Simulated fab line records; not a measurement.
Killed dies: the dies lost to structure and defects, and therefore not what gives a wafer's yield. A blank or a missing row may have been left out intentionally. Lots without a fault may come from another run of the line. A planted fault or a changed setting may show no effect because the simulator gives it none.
One fault through the eyes of 2 desks :: flow gf180mcu :: what lay behind the numbers comes last; until then each desk has only its own

== AT THE METROLOGY DESK ==
Means of the sampled wafers that have a number, per lot and without regard to the tool the lot ran on: this is what the gauges read. The brackets show how far a lot's mean lies from the usual mean; more than 4 standard deviations puts the lot out of limits, marked OUT.
Columns: A = STI_CVD_03_THK at GF_STI_THK_MEAS_04, usual 207.6 nm; B = V4_CVD_02_THK at GF_V4_THK_MEAS_03, usual 850 nm
lot: L949
first seen here: day 1 14:55
A: 208.9
B: 844

lot: L950
first seen here: day 1 19:34
A: 206.6
B: 854

lot: L951
first seen here: day 1 23:34
A: 205.7
B: 838

lot: L952
first seen here: day 2 04:44
A: 205.0
B: 839

lot: L953
first seen here: day 2 09:52
A: 211.9
B: 848

lot: L954
first seen here: day 2 15:44
A: 206.8
B: 862

lot: L955
first seen here: day 2 20:04
A: 205.9
B: 860

lot: L957
first seen here: day 3 05:48
A: 208.9
B: 848

lot: L962
first seen here: day 4 06:34
A: 238.6 (+15) OUT
B: 841

lot: L970
first seen here: day 5 22:34
A: 209.6
B: 837

lot: L972
first seen here: day 6 08:34
A: 207.5
B: 851
This desk's result: L962 out of limits, first on L962 (STI_CVD_03_THK at GF_STI_THK_MEAS_04), day 4 06:34. L949, L950, L951, L952, L953, L954, L955, L957, L970, L972: within limits.

== TOOL OWNER'S DESK, lpcvd-02 ==
The tool's own readings at GF_STI_CVD_03 (deposits Si3N4 from DCS/NH3, target thk 207.16 nm, time 3551 s): means of the sampled wafers that have a number, for each lot that ran on this tool. The brackets show how far a lot's mean lies from the usual mean; more than 4 standard deviations puts the lot out of limits, marked OUT.
Columns: A = spike_tc_bottom_C at GF_STI_CVD_03, usual 789.7 C; B = spike_tc_centre_C at GF_STI_CVD_03, usual 770.0 C; C = spike_tc_lower_C at GF_STI_CVD_03, usual 770.6 C; D = spike_tc_top_C at GF_STI_CVD_03, usual 784.5 C; E = spike_tc_upper_C at GF_STI_CVD_03, usual 770.9 C; F = susceptor_temp_C at GF_STI_CVD_03, usual 770.0 C; G = zone_power_lower_pct at GF_STI_CVD_03, usual 12.6 %
lot: L949
first seen here: day 1 12:55
A: 795.2
B: 770.8
C: 769.6
D: 784.0
E: 771.1
F: 770.0
G: 11.8

lot: L953
first seen here: day 2 07:52
A: 787.5
B: 770.1
C: 770.2
D: 785.0
E: 770.4
F: 769.9
G: 11.6

lot: L954
first seen here: day 2 13:44
A: 793.7
B: 770.1
C: 769.5
D: 784.1
E: 770.0
F: 769.6
G: 11.7

lot: L955
first seen here: day 2 18:04
A: 787.8
B: 768.3
C: 770.5
D: 786.0
E: 770.1
F: 770.2
G: 11.6

lot: L957
first seen here: day 3 03:49
A: 788.3
B: 769.6
C: 771.2
D: 786.2
E: 769.2
F: 770.0
G: 11.5

lot: L962
first seen here: day 4 04:34
A: 802.5 (+4.3) OUT
B: 776.9 (+5.7) OUT
C: 776.8 (+5.6) OUT
D: 792.3
E: 778.8 (+6.6) OUT
F: 777.6 (+24) OUT
G: 11.9
This desk's verdict: out of limits on L962, starting with L962 at day 4 04:34 (spike_tc_bottom_C at GF_STI_CVD_03). L949, L953, L954, L955, L957: within limits.

== PUT TOGETHER ==
The tool owner's desk could have raised an alarm at day 4 04:34, on L962.
Metrology desk: alarm possible at day 4 06:34 on L962.
The lots listed all ran GF_STI_CVD_03 on lpcvd-02.

== WHAT THE SIMULATOR HAD PUT IN ==
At GF_STI_CVD_03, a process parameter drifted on lpcvd-02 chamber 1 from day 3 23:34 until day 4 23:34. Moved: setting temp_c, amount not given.
Struck lots among those shown: L962.
Delay (hours) between the fault's onset and each desk's first out-of-limits reading: 5 at the tool owner's desk, 7 at the metrology desk.
